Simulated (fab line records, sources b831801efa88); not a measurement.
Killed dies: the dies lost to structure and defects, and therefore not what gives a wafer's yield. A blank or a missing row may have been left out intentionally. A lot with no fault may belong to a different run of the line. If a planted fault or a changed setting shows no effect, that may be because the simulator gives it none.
Matching of chambers + flow gf180mcu + GF_SAB_CVD_00 on pecvd-04 has 3 sister chambers
The step deposits SiO2 from TEOS, target thk 50 nm, time 4.9302 s. 22 wafers are shown with their chamber, then 11 later ones without.

== EACH WAFER AND ITS CHAMBER ==
| wafer  | chamber | heater power w (W) |
|--------|---------|--------------------|
| L074.2 | 0       | 483                |
| L074.4 | 2       | 718                |
| L074.6 | 0       | 492                |
| L075.3 | 1       | 536                |
| L075.4 | 1       | 546                |
| L075.6 | 2       | 707                |
| L077.4 | 0       | 463                |
| L077.5 | 1       | 618                |
| L077.6 | 2       | 704                |
| L079.1 | 1       | 561                |
| L079.4 | 1       | 548                |
| L079.5 | 0       | 495                |
| L081.1 | 1       | 646                |
| L081.2 | 0       | 496                |
| L081.6 | 1       | 518                |
| L082.3 | 0       | 434                |
| L082.5 | 0       | 440                |
| L082.6 | 1       | 543                |
| L083.2 | 0       | 499                |
| L083.5 | 2       | 713                |
| L083.6 | 0       | 494                |
| L084.1 | 0       | 435                |

SIGNATURES, as means of the wafers listed above
| reading        | chamber 0 | chamber 1 | chamber 2 | scatter within a chamber |
|----------------|-----------|-----------|-----------|--------------------------|
| heater power w | 473.10    | 564.50    | 710.50    | 32.8                     |
Rule: a wafer's distance from a chamber is the root of the sum, over the readings, of the square of ((its reading less the chamber's mean) divided by the reading's scatter). The wafer belongs to the nearest chamber; if the next one is less than 2 further off, it can't be placed. The scatter: take each reading less its chamber's mean, square it, sum over the shown wafers, divide by the number of wafers less the number of chambers, and take the root.

== WAFERS WITHOUT THEIR CHAMBER ==
| wafer  | heater power w (W) |
|--------|--------------------|
| L084.2 | 619                |
| L084.3 | 733                |
| L084.4 | 446                |
| L084.5 | 719                |
| L084.6 | 621                |
| L089.2 | 466                |
| L089.5 | 531                |
| L089.6 | 672                |
| L091.2 | 440                |
| L091.5 | 572                |
| L091.6 | 454                |

== WHICH CHAMBER EACH WENT THROUGH ==
| wafer  | from the rows above     | in truth |
|--------|-------------------------|----------|
| L084.2 | can't be placed: 1 or 2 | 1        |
| L084.3 | 2                       | 2        |
| L084.4 | 0                       | 0        |
| L084.5 | 2                       | 2        |
| L084.6 | can't be placed: 1 or 2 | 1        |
| L089.2 | 0                       | 0        |
| L089.5 | can't be placed: 1 or 0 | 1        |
| L089.6 | 2                       | 2        |
| L091.2 | 0                       | 0        |
| L091.5 | 1                       | 1        |
| L091.6 | 0                       | 0        |
Placed correctly: 8 of 11. From these rows, 3 cannot be placed; in 3 the true chamber is one of the candidates. Placed wrongly: 0.
